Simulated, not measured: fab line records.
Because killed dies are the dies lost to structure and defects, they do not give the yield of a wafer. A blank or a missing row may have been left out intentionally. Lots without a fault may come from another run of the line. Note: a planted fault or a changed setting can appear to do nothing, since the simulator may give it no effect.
Chamber matching || flow gf180mcu || cmp-02 running GF_V3_CMP_04: 4 sister chambers
The step polishes SiO2. 4 wafers are shown with their chamber, then 7 later ones without.

## WAFERS WITH THEIR CHAMBER
{"wafer": "L900.4", "chamber": 2, "motor_current_A (A)": 10.4}
{"wafer": "L906.5", "chamber": 1, "motor_current_A (A)": 8.9}
{"wafer": "L908.1", "chamber": 0, "motor_current_A (A)": 12.0}
{"wafer": "L908.4", "chamber": 3, "motor_current_A (A)": 10.6}

## WAFERS WHOSE CHAMBER IS MISSING
{"wafer": "L908.6", "motor_current_A (A)": 10.6}
{"wafer": "L909.2", "motor_current_A (A)": 8.9}
{"wafer": "L911.1", "motor_current_A (A)": 12.7}
{"wafer": "L911.5", "motor_current_A (A)": 11.0}
{"wafer": "L922.2", "motor_current_A (A)": 10.7}
{"wafer": "L922.3", "motor_current_A (A)": 9.4}
{"wafer": "L922.6", "motor_current_A (A)": 9.5}

## WHICH CHAMBER EACH ONE RAN IN
{"wafer": "L908.6", "from the rows above": "can't be placed: 3 or 2", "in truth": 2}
{"wafer": "L909.2", "from the rows above": 1, "in truth": 1}
{"wafer": "L911.1", "from the rows above": 0, "in truth": 0}
{"wafer": "L911.5", "from the rows above": "can't be placed: 3 or 2 or 0", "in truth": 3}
{"wafer": "L922.2", "from the rows above": "can't be placed: 3 or 2", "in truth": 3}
{"wafer": "L922.3", "from the rows above": "can't be placed: 1 or 2 or 3", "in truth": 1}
{"wafer": "L922.6", "from the rows above": "can't be placed: 1 or 2 or 3", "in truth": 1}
Correctly placed: 2 of 7. From these rows, 5 cannot be placed; in 5 the true chamber is one of the candidates. Placed wrongly: 0.
How it was worked out, from the rows above alone: a wafer's distance from a chamber is the root of the sum, over the readings, of the square of ((its reading less the chamber's mean) divided by the reading's scatter). If the next closest chamber is less than 2 further off than the closest, the wafer can't be placed; otherwise it belongs to the closest. Each chamber's mean is taken over the wafers shown for it. The scatter (one wafer shown for each chamber): square how far every hidden wafer sits from the nearest shown wafer, average those squares and take the square root.
